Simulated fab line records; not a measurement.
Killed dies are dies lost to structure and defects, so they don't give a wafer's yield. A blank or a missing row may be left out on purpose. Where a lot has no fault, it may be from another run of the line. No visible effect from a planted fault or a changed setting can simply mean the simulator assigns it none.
fab line records	flow sky130
record lots=12	wafers=36	last-day=50
route steps=708 shown METAL1@434 METAL5@675 PASSIVATION@682 PAD_OPEN@708
lots that met no fault: taken from a fault-free run of the same line
start-h: hours from the record's first day to the start of the lot's first wafer shown	wait-h: how many hours have passed since the lot's step before this one	" repeats the value in the row above	L1.1+2: one row covering several wafers at once	- value missing, or start not given	* or withheld: withheld	< > ~ a bound
route shown NAME@n: a module of which the file shows steps, and the number in the route of the first	usual: average and standard deviation across the fault-free wafers	same: alike in all rows	chamber/n: place in a boat	sites: readings site by site	_std_site: standard deviation of those values	_edge_site: the outer-site mean with the inner-site mean subtracted	radius-mm: how far each site lies from the wafer's centre	mask NAME#n: copy n	behind: the tool/chamber that last shaped the wafer	hold: what put the lot on hold/how long, in hours/how the hold closed	device: transistor that didn't switch, given as n, p or np	end of line: at the end of the route, the tests of the same wafers	where a step has no rows: the recipe by itself	killed: count of dies lost to structure and defects at first sort (not the wafer's yield)	map: dies across one wafer; x = killed, . = not, _ = none there
set.NAME: the setting the step ran with; set.NAME@STEP: the setting that earlier step ran with	model.NAME: the simulator's own value behind a step, which no gauge read
steps of the route over a sample of lots; a table a step, a row a wafer
services: a tool's chamber out of use, with start hour (start-h, from the record's first day; less than 0 if before it), hours out, and reason
## steps
# step SKY_METAL1_SPUTTER_00
# recipe material=Ti	target-thk-nm=15	power-w=3000	time-s=10	chamber-pressure-pa=0.4
# usual chamber-pressure-pa=0.3999/0.00086	throttle-valve-pct=30.2/0.77
lot.wafer	tool	chamber	start-h	wait-h	chamber-pressure-pa	throttle-valve-pct
L654.1	pvd-sputter-03	-	746.19	0.1	0.3992	29.8
L654.2	"	-	"	"	0.4002	30.6
L654.3	"	-	"	"	0.3984	30.6
L655.1	pvd-sputter-01	-	762.25	0.2	0.4000	30.5
L655.2	"	-	"	"	0.3999	31.3
L655.3	"	-	"	"	0.3997	29.6
L657.4	pvd-sputter-03	-	773.79	0.3	0.4002	32.2
L657.5	"	-	"	"	0.3988	29.2
L657.6	"	-	"	"	0.3994	30.3
L658.2	pvd-sputter-01	-	786.99	0.2	0.3993	29.5
L658.3	"	-	"	"	0.3991	30.7
L658.4	"	-	"	"	0.3997	30.3
L661.2	pvd-sputter-01	-	808.88	0.2	0.4008	29.5
L661.3	"	-	"	"	0.4003	30.9
L661.4	"	-	"	"	0.4004	30.3
L662.4	pvd-sputter-01	-	820.03	0.2	0.4011	31.0
L662.5	"	-	"	"	0.4003	30.5
L662.6	"	-	"	"	0.3996	30.4
L667.1	pvd-sputter-03	-	856.07	0.1	0.3989	30.4
L667.2	"	-	"	"	0.4019	30.5
L667.4	"	-	"	"	0.3988	29.5
L672.1	pvd-sputter-04	-	884.36	0.1	0.4004	28.4
L672.3	"	-	"	"	0.4009	29.9
L672.5	"	-	"	"	0.4012	28.3
L673.1	pvd-sputter-01	-	887.45	0.1	0.3994	30.4
L673.3	"	-	"	"	0.3999	30.6
L673.6	"	-	"	"	0.4003	30.3
L674.4	pvd-sputter-01	-	894.97	0.2	0.3999	30.5
L674.5	"	-	"	"	0.4002	30.4
L674.6	"	-	"	"	0.3993	29.5
L676.2	pvd-sputter-01	-	898.39	0.1	0.4012	30.4
L676.3	"	-	"	"	0.4000	29.5
L676.5	"	-	"	"	0.4015	30.4
L677.1	pvd-sputter-01	-	915.92	0.1	0.4001	29.4
L677.4	"	-	"	"	0.4004	30.3
L677.5	"	-	"	"	0.4003	29.2
# step SKY_METAL5_DESCUM_14
# recipe chemistry=O2	source-power-w=150	bias-power-w=0	pressure-mtorr=10	temp-c=40	time-s=11
# usual drypump-motor-current-A=5.6/0.57	oes-product-au=0.999/0.0074
lot.wafer	tool	chamber	start-h	wait-h	drypump-motor-current-A	oes-product-au	rf-hours-counter-h
L654.1	rie-metal-01	1	1036.14	0.1	6.3	1.007	10
L654.2	"	0	"	"	6.5	1.002	21
L654.3	"	0	"	"	6.5	1.003	-
L655.1	rie-metal-01	1	1049.17	0.1	6.3	1.000	11
L655.2	"	0	"	"	6.5	1.014	22
L655.3	"	1	"	"	6.2	0.991	-
L657.4	rie-metal-04	1	1057.63	0.1	5.1	1.011	-
L657.5	"	1	"	"	5.1	1.003	-
L657.6	"	0	"	"	5.1	0.999	-
L658.2	rie-metal-01	0	1068.12	0.1	6.5	1.000	24
L658.3	"	0	"	"	6.5	1.010	-
L658.4	"	1	"	"	6.3	1.000	-
L661.2	rie-metal-04	0	1088.42	0.1	5.1	1.012	16
L661.3	"	1	"	"	5.1	0.998	-
L661.4	"	0	"	"	5.1	0.998	-
L662.4	rie-metal-02	1	1095.95	0.1	5.7	1.004	-
L662.5	"	1	"	"	5.7	1.001	-
L662.6	"	0	"	"	4.9	0.995	-
L667.1	rie-metal-01	0	1123.29	0.1	6.5	0.999	1
L667.2	"	1	"	"	6.3	1.001	16
L667.4	"	0	"	"	6.5	0.988	-
L672.1	rie-metal-01	1	1144.87	0.1	6.2	0.995	18
L672.3	"	0	"	"	6.5	0.992	-
L672.5	"	1	"	"	6.2	1.008	-
L673.1	rie-metal-04	0	1148.92	0.1	5.1	0.994	21
L673.3	"	0	"	"	5.1	0.993	-
L673.6	"	0	"	"	5.1	0.999	-
L674.4	rie-metal-04	0	1154.55	0.1	5.1	1.004	-
L674.5	"	0	"	"	5.1	0.990	-
L674.6	"	1	"	"	5.2	0.996	-
L676.2	rie-metal-02	0	1155.49	0.1	4.9	0.993	25
L676.3	"	1	"	"	5.7	0.990	-
L676.5	"	1	"	"	5.7	0.998	-
L677.1	rie-metal-02	1	1169.42	0.1	5.7	0.995	28
L677.4	"	1	"	"	5.7	0.993	-
L677.5	"	1	"	"	5.7	0.991	-
# step SKY_PASSIVATION_THK_MEAS_01
# recipe reads=SiO2_of_PASSIVATION_CVD_00
# usual PASSIVATION_CVD_00_THK=90.1/1.1
lot.wafer	tool	chamber	start-h	wait-h	PASSIVATION_CVD_00_THK[nm]
L654.1	film-metro-01	-	1037.16	-	90.5
L654.2	"	-	"	"	88.6
L654.3	"	-	"	"	89.4
L655.1	film-metro-02	-	1050.11	-	89.6
L655.2	"	-	"	"	90.3
L655.3	"	-	"	"	90.6
L657.4	film-metro-01	-	1058.53	-	91.8
L657.5	"	-	"	"	90.4
L657.6	"	-	"	"	91.4
L658.2	film-metro-01	-	1069.01	-	89.9
L658.3	"	-	"	"	90.7
L658.4	"	-	"	"	91.1
L661.2	film-metro-04	-	1089.31	-	88.5
L661.3	"	-	"	"	88.8
L661.4	"	-	"	"	89.6
L662.4	film-metro-04	-	1096.85	-	89.8
L662.5	"	-	"	"	90.2
L662.6	"	-	"	"	88.9
L667.1	film-metro-04	-	1124.25	-	88.8
L667.2	"	-	"	"	89.5
L667.4	"	-	"	"	91.0
L672.1	film-metro-01	-	1145.79	-	89.3
L672.3	"	-	"	"	89.2
L672.5	"	-	"	"	91.1
L673.1	film-metro-01	-	1149.80	-	90.1
L673.3	"	-	"	"	89.8
L673.6	"	-	"	"	89.4
L674.4	film-metro-01	-	1155.45	-	89.7
L674.5	"	-	"	"	90.7
L674.6	"	-	"	"	90.7
L676.2	film-metro-04	-	1156.38	-	90.9
L676.3	"	-	"	"	90.1
L676.5	"	-	"	"	91.2
L677.1	film-metro-02	-	1170.66	-	90.5
L677.4	"	-	"	"	92.3
L677.5	"	-	"	"	91.4
# step SKY_PASSIVATION_THK_MEAS_03
# recipe reads=Si3N4_of_PASSIVATION_CVD_02
# usual PASSIVATION_CVD_02_THK=540/6.1
lot.wafer	tool	chamber	start-h	wait-h	PASSIVATION_CVD_02_THK[nm]
L654.1	film-metro-01	-	1037.44	-	533
L654.2	"	-	"	"	534
L654.3	"	-	"	"	534
L655.1	film-metro-04	-	1050.39	-	532
L655.2	"	-	"	"	540
L655.3	"	-	"	"	544
L657.4	film-metro-04	-	1058.93	-	549
L657.5	"	-	"	"	549
L657.6	"	-	"	"	538
L658.2	film-metro-01	-	1069.41	-	541
L658.3	"	-	"	"	547
L658.4	"	-	"	"	553
L661.2	film-metro-04	-	1089.59	-	538
L661.3	"	-	"	"	540
L661.4	"	-	"	"	543
L662.4	film-metro-02	-	1097.13	-	552
L662.5	"	-	"	"	556
L662.6	"	-	"	"	553
L667.1	film-metro-04	-	1124.54	-	533
L667.2	"	-	"	"	535
L667.4	"	-	"	"	543
L672.1	film-metro-02	-	1146.07	-	538
L672.3	"	-	"	"	533
L672.5	"	-	"	"	545
L673.1	film-metro-01	-	1150.08	-	528
L673.3	"	-	"	"	534
L673.6	"	-	"	"	540
L674.4	film-metro-02	-	1155.73	-	537
L674.5	"	-	"	"	538
L674.6	"	-	"	"	546
L676.2	film-metro-02	-	1156.66	-	534
L676.3	"	-	"	"	533
L676.5	"	-	"	"	541
L677.1	film-metro-01	-	1171.06	-	532
L677.4	"	-	"	"	537
L677.5	"	-	"	"	544
# step SKY_PAD_OPEN_PROBE_99
# usual defect-limited-yield=82.3/1.9	killed_at_M0_to_M3=43/7.4	killed_at_M4_up=3.3/2	killed-at-contacts=24/5.4	killed-at-front-end=16/4.2	killed-at-other=0.3/0.61	killed-dies=87/9.4	killed-open=47/7.3	killed-short=40/6.7	sort_bin_3_pad_short=0.9/0.43	sort_bin_5_function=10.4/1.4	sort_bin_6_memory=6.4/1.2	sort-n-pass=405/9.4	sort-yield-pct=82.3/1.9
# same gross-dies=492	killed-at-back-side=0	sort_bin_4_leakage[%]=0	sort_bin_8_speed[%]=0
lot.wafer	tool	chamber	start-h	wait-h	defect-limited-yield[%]	killed_at_M0_to_M3	killed_at_M4_up	killed-at-contacts	killed-at-front-end	killed-at-other	killed-dies	killed-open	killed-short	sort_bin_3_pad_short[%]	sort_bin_5_function[%]	sort_bin_6_memory[%]	sort-n-pass	sort-yield-pct[%]
L661.2	prober-01	-	1133.10	0.1	83.5	48	5	17	11	0	81	44	37	1.0	9.6	5.9	411	83.5
L661.3	prober-01	-	1133.15	0.2	74.8	89	1	20	14	0	124	41	27	2.6	16.3	6.3	368	74.8
L661.4	prober-01	-	1133.20	0.2	80.7	59	5	20	11	0	95	45	50	1.4	11.6	6.3	397	80.7
L662.4	prober-02	-	1139.23	0.2	71.1	95	5	30	12	0	142	46	47	3.9	17.3	7.7	350	71.1
L662.5	prober-02	-	1139.28	0.2	80.3	41	5	28	20	3	97	48	49	0.4	11.0	8.3	395	80.3
L662.6	prober-02	-	1139.33	0.2	81.9	40	2	32	14	1	89	55	34	0.4	11.4	6.3	403	81.9
L672.1	prober-01	-	1183.55	0.1	81.3	46	1	27	17	1	92	47	44	1.0	10.6	7.1	400	81.3
L672.3	prober-01	-	1183.65	0.2	81.7	48	4	24	14	0	90	46	44	1.6	10.8	5.9	402	81.7
L672.5	prober-01	-	1183.75	0.2	85.0	32	7	17	18	0	74	28	46	1.0	7.7	6.3	418	85.0
# killed by level:class
L661.2 VIA1:geometric-particle:open=12 VIA2:geometric-particle:open=8 CONTACT:geometric-particle:open=6 VIA1:geometric-particle:short=6 VIA3:geometric-particle:open=6 VIA3:geometric-particle:short=5 FIELD_ISO:geometric-particle:short=4 VIA2:geometric-particle:short=4
L661.3 METAL1:unspecified=56 LI_CONTACT:geometric-particle:open=8 VIA1:geometric-particle:open=8 CONTACT:geometric-particle:open=5 FIELD_ISO:geometric-particle:open=4 VIA1:geometric-particle:short=4 METAL2:geometric-particle:short=4 VIA2:geometric-particle:open=4
L661.4 VIA1:geometric-particle:open=14 METAL2:geometric-particle:short=12 VIA3:geometric-particle:open=8 METAL1:geometric-particle:short=7 VIA2:geometric-particle:open=6 VIA1:geometric-particle:short=6 CONTACT:geometric-particle:short=6 FIELD_ISO:geometric-particle:short=4
L662.4 METAL1:unspecified=49 LI_CONTACT:geometric-particle:open=12 VIA2:geometric-particle:open=7 METAL2:geometric-particle:short=7 CONTACT:geometric-particle:open=7 VIA1:geometric-particle:open=6 LI_CONTACT:geometric-particle:short=5 VIA1:geometric-particle:short=5
L662.5 LOCAL_INTERCONNECT:geometric-particle:short=8 LI_CONTACT:geometric-particle:open=7 FIELD_ISO:geometric-particle:short=6 CONTACT:geometric-particle:open=6 METAL1:geometric-particle:short=6 METAL2:geometric-particle:short=6 VIA2:geometric-particle:open=6 FIELD_ISO:geometric-particle:open=5
L662.6 CONTACT:geometric-particle:open=14 LI_CONTACT:geometric-particle:open=9 VIA2:geometric-particle:open=8 VIA1:geometric-particle:open=6 VIA3:geometric-particle:open=6 CONTACT:geometric-particle:short=5 METAL1:geometric-particle:short=5 METAL2:geometric-particle:short=5
L672.1 LI_CONTACT:geometric-particle:open=10 METAL1:geometric-particle:short=9 VIA1:geometric-particle:open=8 VIA2:geometric-particle:open=7 CONTACT:geometric-particle:open=7 LOCAL_INTERCONNECT:geometric-particle:short=5 VIA3:geometric-particle:open=5 FIELD_ISO:geometric-particle:short=4
L672.3 VIA1:geometric-particle:open=13 VIA1:geometric-particle:short=10 LI_CONTACT:geometric-particle:open=8 CONTACT:geometric-particle:open=8 METAL2:geometric-particle:short=7 CONTACT:geometric-particle:short=5 VIA3:geometric-particle:open=4 FIELD_ISO:geometric-particle:short=3
L672.5 METAL2:geometric-particle:short=9 VIA2:geometric-particle:open=7 METAL4:geometric-particle:short=7 FIELD_ISO:geometric-particle:short=5 CONTACT:geometric-particle:short=5 CONTACT:geometric-particle:open=5 METAL1:geometric-particle:short=5 VIA1:geometric-particle:open=4
## services
tool	chamber	start-h	hours	kind
rie-metal-02	-	736.12	1.9	repair
rie-metal-04	-	770.84	1.5	repair
pvd-sputter-01	-	773.00	3.9	repair
rie-metal-02	0	785.88	3.1	repair
rie-metal-01	-	823.82	0.6	repair
rie-metal-02	1	827.76	2.6	repair
rie-metal-02	-	844.17	15.6	pm
pvd-sputter-03	-	849.88	1.2	repair
rie-metal-04	-	872.41	2.8	pm
pvd-sputter-01	-	882.13	3.1	repair
pvd-sputter-01	2	900.86	-	consumable-replace:kit
pvd-sputter-01	-	924.90	6.3	repair
pvd-sputter-04	-	935.87	3.5	repair
rie-metal-01	-	985.22	1.4	pm
pvd-sputter-01	-	996.10	4.9	repair
rie-metal-02	1	1008.98	14.2	repair
pvd-sputter-04	-	1020.52	7.2	repair
rie-metal-02	0	1023.51	12.7	repair
rie-metal-04	-	1025.21	0.5	repair
pvd-sputter-04	-	1043.05	3.0	repair
pvd-sputter-01	-	1058.27	3.3	repair
rie-metal-02	0	1097.06	3.3	repair
pvd-sputter-03	-	1129.73	1.7	repair
rie-metal-02	0	1156.42	17.0	repair
## key
first-sign step=SKY_PAD_OPEN_PROBE_99	reading=killed_at_M0_to_M3	direction=up	sigmas=6.6	usual=43	struck=92
effect step=SKY_PAD_OPEN_PROBE_99	reading=sort_bin_3_pad_short	direction=up	sigmas=5.4	usual=0.9	struck=3.3
met-at SKY_METAL1_SPUTTER_00
struck-lots L661,L662
struck-wafers L661.3,L662.4
not-acting-at SKY_METAL5_DESCUM_14,SKY_PASSIVATION_THK_MEAS_01,SKY_PASSIVATION_THK_MEAS_03
onset-between 786.99 808.88
fault kind=chamber-particle-source	tool=pvd-sputter-01	chamber=-	onset-h=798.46	steps=SKY_METAL1_SPUTTER_00	rate-per-visit-cm2=0.76432	end-h=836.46	scope=struck-wafers-only
